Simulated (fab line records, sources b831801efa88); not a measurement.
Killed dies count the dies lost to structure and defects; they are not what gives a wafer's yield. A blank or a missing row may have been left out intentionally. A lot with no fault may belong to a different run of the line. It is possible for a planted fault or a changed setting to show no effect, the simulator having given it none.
Comparing a struck lot with a sound one | flow sky130 | 24 steps out of a route of 708
Sound: wafers L784.1, L784.2, L784.4. The struck wafers were L790.1, L790.2, L790.6. The cause is named last.
At each step with rows: each side's tool, then ch and its chambers, then its first start. Under that, the readings that differ: sound wafers | struck wafers | difference of the means | sigmas: that difference in standard deviations of wafers without a fault.
alike: a reading whose means differ by less than 2 such deviations, as well as words and numbers matching on both sides. not compared: withheld readings; readings where some wafer has no value; bounds like >300 that might hide an equal value; numbers whose values overlap and for which the record gives no deviation.
A row with sigmas, a row that says differs or no value, or rows on one side alone: a step with any of these is where the two part. Non-overlapping numbers with no deviation appear without sigmas and do not part them. Lack of a reading on every wafer of one side parts them only where that side has two or more wafers.

first, 1 step without rows for these wafers: SKY_LI_CONTACT_PRE_CLEAN_18 (time 5.6 s).
SKY_LI_CONTACT_SPUTTER_19: material Ti, target thk 20 nm, time 106.37 s.
  struck on pvd-sputter-01, day 32 19:29; sound on pvd-sputter-04, day 31 06:32
  alike: cathode-dc-power-W, throttle-valve-pct
then, 1 step without rows for these wafers: SKY_LI_CONTACT_SPUTTER_20 (material TiN, target thk 20 nm, time 80 s).
SKY_LI_CONTACT_CVD_21: deposits W, target thk 400 nm, time 120.56 s.
  sound on cvd-w-02 ch 0,1, day 31 06:41; struck on cvd-w-01 ch 0,1, day 32 19:38
  alike: heater-power-w
  not compared: since-wet-clean-h
SKY_LI_CONTACT_RS_MEAS_22: the measuring method here is four-point-probe.
  struck on film-metro-01, day 32 19:45; sound on film-metro-01, day 31 06:49
  alike: LI_CONTACT_W_RS
SKY_LI_CONTACT_THK_MEAS_23: measures by xrf.
  struck on film-metro-01, day 32 19:52; sound on film-metro-01, day 31 06:56
  alike: LI_CONTACT_W_THK
SKY_LI_CONTACT_CMP_24: polishes, stops on PSG, t overpolish 20 s, target thk 0 nm.
  sound on cmp-01 ch 0,2,3, day 31 06:59; struck on cmp-01 ch 0,1,2, day 32 20:02
  alike: motor-current-A, overpolish-run-s, time-to-endpoint-s
SKY_LOCAL_INTERCONNECT_SPUTTER_00: material TiN, target thk 100 nm, time 83.3 s.
  struck on pvd-sputter-03, day 32 20:14; sound on pvd-sputter-03, day 31 07:17
  alike: cathode-dc-power-W, throttle-valve-pct
SKY_LOCAL_INTERCONNECT_RS_MEAS_01: the measuring method here is four-point-probe.
  struck on film-metro-02, day 32 20:18; sound on film-metro-01, day 31 07:21
  alike: LOCAL_INTERCONNECT_TIN_RS
SKY_LOCAL_INTERCONNECT_THK_MEAS_02: measures by xrf.
  struck on film-metro-02, day 32 20:25; sound on film-metro-01, day 31 07:28
  alike: LOCAL_INTERCONNECT_TIN_THK
then, 2 steps without rows for these wafers: SKY_LOCAL_INTERCONNECT_DEHYDRATE_03 (time 60 s); SKY_LOCAL_INTERCONNECT_HMDS_04 (prime time 60 s).
SKY_LOCAL_INTERCONNECT_COAT_05: resist thk 60 nm.
  sound on litho-track-04 ch 0, day 31 20:52; struck on litho-track-03 ch 0, day 33 08:39
  reading              | sound                | struck               | difference | sigmas
  spin-speed-rpm (rpm) | 2999.4 3000.1 2998.2 | 2269.1 2267.7 2270.4 | -730.2     | -99 or more
then, 5 steps without rows for these wafers: SKY_LOCAL_INTERCONNECT_COAT_06 (resist thk 450 nm); SKY_LOCAL_INTERCONNECT_SOFTBAKE_07 (time 90 s); SKY_LOCAL_INTERCONNECT_EXPOSE_08 (exposes mask LI1M, target cd 170 nm); SKY_LOCAL_INTERCONNECT_PEB_09; SKY_LOCAL_INTERCONNECT_DEVELOP_10 (develop time 60 s).
SKY_LOCAL_INTERCONNECT_CD_MEAS_11: target cd 170 nm.
  struck on cd-sem-02, day 33 21:42; sound on cd-sem-02, day 32 10:22
  alike: cd-nm
SKY_LOCAL_INTERCONNECT_OVL_MEAS_12:
  struck on overlay-02, day 33 21:49; sound on overlay-02, day 32 10:29
  reading                     | sound  | struck      | difference | sigmas
  LOCAL_INTERCONNECT_OVL (nm) | 0 -1 0 | -16 -11 -13 | -13        | -2
SKY_LOCAL_INTERCONNECT_ETCH_13: etches BARC in N2/H2, stops on SiO2, time 45.9 s, target depth 60 nm.
  sound on rie-metal-02 ch 0,1, day 32 10:31; struck on rie-metal-04 ch 0,1, day 33 21:52
  reading                  | sound             | struck            | difference | sigmas
  oes-product-au (a.u.)    | 0.857 0.858 0.853 | 0.929 0.922 0.936 | +0.073     | +15
  model.etch.depth-nm (nm) | 60 60.03 60.05    | 69.16 68.78 69.02 | +8.96      |
  alike: drypump-motor-current-A, throttle-valve-pct
  not compared: rf-hours-counter-h
SKY_LOCAL_INTERCONNECT_METAL_ETCH_14: etches TiN in Cl2/BCl3, stops on PSG, target depth 110 nm, time 31.4 s.
  sound on rie-metal-02 ch 0,1, day 32 10:35; struck on rie-metal-04 ch 0,1, day 33 21:55
  alike: drypump-motor-current-A, oes-product-au, throttle-valve-pct
  not compared: rf-hours-counter-h
SKY_LOCAL_INTERCONNECT_STRIP_15: strips in O2/N2.
  sound on plasma-asher-02 ch 0,1, day 32 10:38; struck on plasma-asher-04 ch 0,1, day 33 21:58
  reading                      | sound             | struck            | difference | sigmas
  strip-time-to-endpoint-s (s) | 4.750 4.749 4.744 | 4.838 4.850 4.847 | +0.097     | +4
  alike: drypump-motor-current-A, oes-product-au
  not compared: rf-hours-counter-h
then, 1 step without rows for these wafers: SKY_LOCAL_INTERCONNECT_STRIP_16 (strips in post etch residue remover, time 1200 s).

## WHERE THEY PART
At SKY_LOCAL_INTERCONNECT_COAT_05 first; at SKY_LOCAL_INTERCONNECT_STRIP_15 last (within this record only).

WHY: what had been put in by the simulator
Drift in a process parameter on litho-track-03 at SKY_LOCAL_INTERCONNECT_COAT_05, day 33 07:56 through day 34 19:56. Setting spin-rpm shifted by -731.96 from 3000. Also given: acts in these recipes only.
